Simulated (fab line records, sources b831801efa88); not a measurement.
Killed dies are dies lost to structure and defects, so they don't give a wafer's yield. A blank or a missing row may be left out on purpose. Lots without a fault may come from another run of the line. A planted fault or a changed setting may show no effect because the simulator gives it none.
fab line records | flow sky130
record lots=14 wafers=42 last_day=50
route steps=708 shown LDD_N@254 LDD_P@261
lots that met no fault: from a run of the same line without faults
start_h: hours from the record's first day to the start of the lot's first wafer shown | wait_h: hours since the lot's step before | " the same as in the row above | L1.1+2: a row that stands for several wafers | - no value, or no start given | * or withheld: withheld | < > ~ a bound
route shown NAME@n: a module of which the file shows steps, and the number in the route of the first | usual: mean/standard deviation of fault-free wafers | same: alike in all rows | chamber/n: place in a boat | sites: the reading at each site | _std_site: their standard deviation | _edge_site: outer sites' mean less inner sites' | radius_mm: how far each site lies from the wafer's centre | mask NAME#n: copy n | behind: the tool/chamber that last shaped the wafer | hold: why the lot was held/for how many hours/how that ended | device: the transistor (n, p or np) that didn't switch | end of line: the same wafers' tests at the end of the route | a step without rows: its recipe alone | killed: dies lost to structure and defects at the first sort, not the wafer's yield | map: a wafer's dies, x killed, . not, _ none there
set.NAME: the setting as run; set.NAME@STEP: as run at that earlier step | model.NAME: the simulator's own value behind a step, which no gauge read
steps of the route over a sample of lots; a table a step, a row a wafer
## steps
# step SKY_LDD_N_TW_MEAS_17
# usual LDD_N_TW=2594/30
# columns lot.wafer tool chamber start_h wait_h LDD_N_TW
L549.1 film_metro-04 - 395.44 0.1 2610
L549.5 " - " " 2621
L549.6 " - " " 2611
L550.3 film_metro-03 - 404.07 0.1 2542
L550.4 " - " " 2525
L550.5 " - " " 2538
L551.2 film_metro-02 - 415.22 0.1 2608
L551.3 " - " " 2593
L551.4 " - " " 2585
L553.3 film_metro-04 - 447.32 0.1 2604
L553.4 " - " " 2598
L553.6 " - " " 2610
L554.1 film_metro-04 - 461.90 0.1 2601
L554.2 " - " " 2617
L554.4 " - " " 2617
L555.2 film_metro-02 - 462.10 0.1 2612
L555.3 " - " " 2603
L555.6 " - " " 2614
L556.4 film_metro-03 - 478.43 0.1 2524
L556.5 " - " " 2536
L556.6 " - " " 2539
L563.3 film_metro-03 - 537.86 0.1 2517
L563.4 " - " " 2531
L563.5 " - " " 2525
L564.1 film_metro-04 - 549.15 0.1 2619
L564.3 " - " " 2613
L564.5 " - " " 2638
L565.3 film_metro-04 - 554.58 0.1 2615
L565.5 " - " " 2614
L565.6 " - " " 2615
L568.2 film_metro-02 - 565.75 0.1 2606
L568.3 " - " " 2618
L568.4 " - " " 2619
L570.2 film_metro-02 - 583.24 0.1 2607
L570.4 " - " " 2600
L570.6 " - " " 2605
L571.1 film_metro-04 - 606.36 0.1 2596
L571.4 " - " " 2604
L571.6 " - " " 2615
L572.1 film_metro-04 - 607.00 0.1 2609
L572.2 " - " " 2603
L572.4 " - " " 2607
# step SKY_LDD_P_DEVELOP_06
# recipe resist=NOVOLAK developer=TMAH develop_time_s=60 dev_temp_c=23
# columns lot.wafer tool chamber start_h wait_h
L549.1+5+6 litho_track-02 0 426.27 0.1
L550.3+4+5 litho_track-02 0 433.92 0.1
L551.2+3+4 litho_track-02 0 446.05 0.1
L553.3+4+6 litho_track-04 0 477.06 0.1
L554.1+2+4 litho_track-02 0 491.57 0.1
L555.2+3+6 litho_track-02 0 491.90 0.1
L556.4+5+6 litho_track-04 0 508.73 0.1
L563.3+4+5 litho_track-02 0 567.17 0.1
L564.1+3+5 litho_track-04 0 578.36 0.1
L565.3+5+6 litho_track-02 0 584.62 0.1
L568.2+3+4 litho_track-03 0 594.88 0.1
L570.2+4+6 litho_track-03 0 611.78 0.1
L571.1+4+6 litho_track-02 0 634.92 0.1
L572.1+2+4 litho_track-03 0 635.46 0.1
# step SKY_LDD_P_OVL_MEAS_08
# usual LDD_P_OVL=-0.8/1.6
# columns lot.wafer tool chamber start_h wait_h LDD_P_OVL[nm]
L549.1 overlay-01 - 426.54 0.1 -0.3
L549.5 " - " " -0.4
L549.6 " - " " -0.6
L550.3 overlay-02 - 434.15 0.1 0.7
L550.4 " - " " -0.1
L550.5 " - " " -0.2
L551.2 overlay-02 - 446.30 0.1 2.4
L551.3 " - " " 0.5
L551.4 " - " " 1.0
L553.3 overlay-02 - 477.29 0.1 0.8
L553.4 " - " " 0.9
L553.6 " - " " -0.5
L554.1 overlay-01 - 491.84 0.1 -4.0
L554.2 " - " " -2.7
L554.4 " - " " -4.3
L555.2 overlay-02 - 492.15 0.1 0.0
L555.3 " - " " -2.2
L555.6 " - " " 1.5
L556.4 overlay-01 - 508.94 0.1 0.7
L556.5 " - " " -1.3
L556.6 " - " " -0.4
L563.3 overlay-02 - 567.40 0.1 -0.5
L563.4 " - " " -0.4
L563.5 " - " " -0.5
L564.1 overlay-01 - 578.63 0.1 0.2
L564.3 " - " " 1.9
L564.5 " - " " 0.5
L565.3 overlay-02 - 584.85 0.1 -1.9
L565.5 " - " " -0.5
L565.6 " - " " -1.6
L568.2 overlay-02 - 595.14 0.1 -0.7
L568.3 " - " " -0.2
L568.4 " - " " -1.0
L570.2 overlay-02 - 612.04 0.1 -1.3
L570.4 " - " " -1.8
L570.6 " - " " -1.3
L571.1 overlay-02 - 635.19 0.1 0.2
L571.4 " - " " 0.4
L571.6 " - " " -0.2
L572.1 overlay-02 - 635.73 0.1 -2.3
L572.2 " - " " -2.6
L572.4 " - " " -2.3
# step SKY_LDD_P_TW_MEAS_11
# usual LDD_P_TW=640/4.6
# columns lot.wafer tool chamber start_h wait_h LDD_P_TW
L549.1 film_metro-04 - 426.83 0.1 645
L549.5 " - " " 646
L549.6 " - " " 645
L550.3 film_metro-01 - 434.45 0.1 632
L550.4 " - " " 629
L550.5 " - " " 630
L551.2 film_metro-01 - 447.46 0.1 638
L551.3 " - " " 627
L551.4 " - " " 632
L553.3 film_metro-02 - 477.58 0.1 646
L553.4 " - " " 643
L553.6 " - " " 642
L554.1 film_metro-04 - 492.13 0.1 328
L554.2 " - " " 643
L554.4 " - " " 328
L555.2 film_metro-01 - 492.44 0.1 636
L555.3 " - " " 634
L555.6 " - " " 324
L556.4 film_metro-04 - 509.24 0.1 642
L556.5 " - " " 639
L556.6 " - " " 636
L563.3 film_metro-02 - 567.70 0.1 645
L563.4 " - " " 643
L563.5 " - " " 643
L564.1 film_metro-01 - 578.91 0.1 637
L564.3 " - " " 635
L564.5 " - " " 634
L565.3 film_metro-04 - 585.26 0.2 645
L565.5 " - " " 642
L565.6 " - " " 644
L568.2 film_metro-01 - 595.43 0.1 632
L568.3 " - " " 633
L568.4 " - " " 638
L570.2 film_metro-02 - 612.33 0.1 637
L570.4 " - " " 639
L570.6 " - " " 640
L571.1 film_metro-02 - 635.48 0.1 643
L571.4 " - " " 641
L571.6 " - " " 641
L572.1 film_metro-04 - 636.02 0.1 644
L572.2 " - " " 645
L572.4 " - " " 644
## key
first_sign step=SKY_LDD_P_TW_MEAS_11 reading=LDD_P_TW direction=down sigmas=68 usual=640 struck=327
effect none on later readings
met_at SKY_LDD_P_DEVELOP_06
struck_lots L554,L555
struck_wafers L554.1,L554.4,L555.6
sort_left_out L554.1,L554.4,L555.6
tester_left_out L554,L555
not_acting_at SKY_LDD_N_TW_MEAS_17,SKY_LDD_P_OVL_MEAS_08
onset_between 446.05 491.57
fault kind=process_parameter_drift tool=litho_track-02 chamber=- onset_h=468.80 steps=SKY_LDD_P_DEVELOP_06 channel=develop_time_s offset=* shape=step end_h=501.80 scope=struck_wafers_only acts_in=* stated=*
# tester_left_out: of these lots the tester's yield and bins aren't shown, on N5 and GAA mostly nor the transistor test; their killed dies are dies lost to structure and defects alone, not to doping, threshold or leakage, so they don't give the yield
# sort_left_out: the simulated sort isn't trusted on such a fault, so these wafers' sort isn't shown, and their yield isn't known
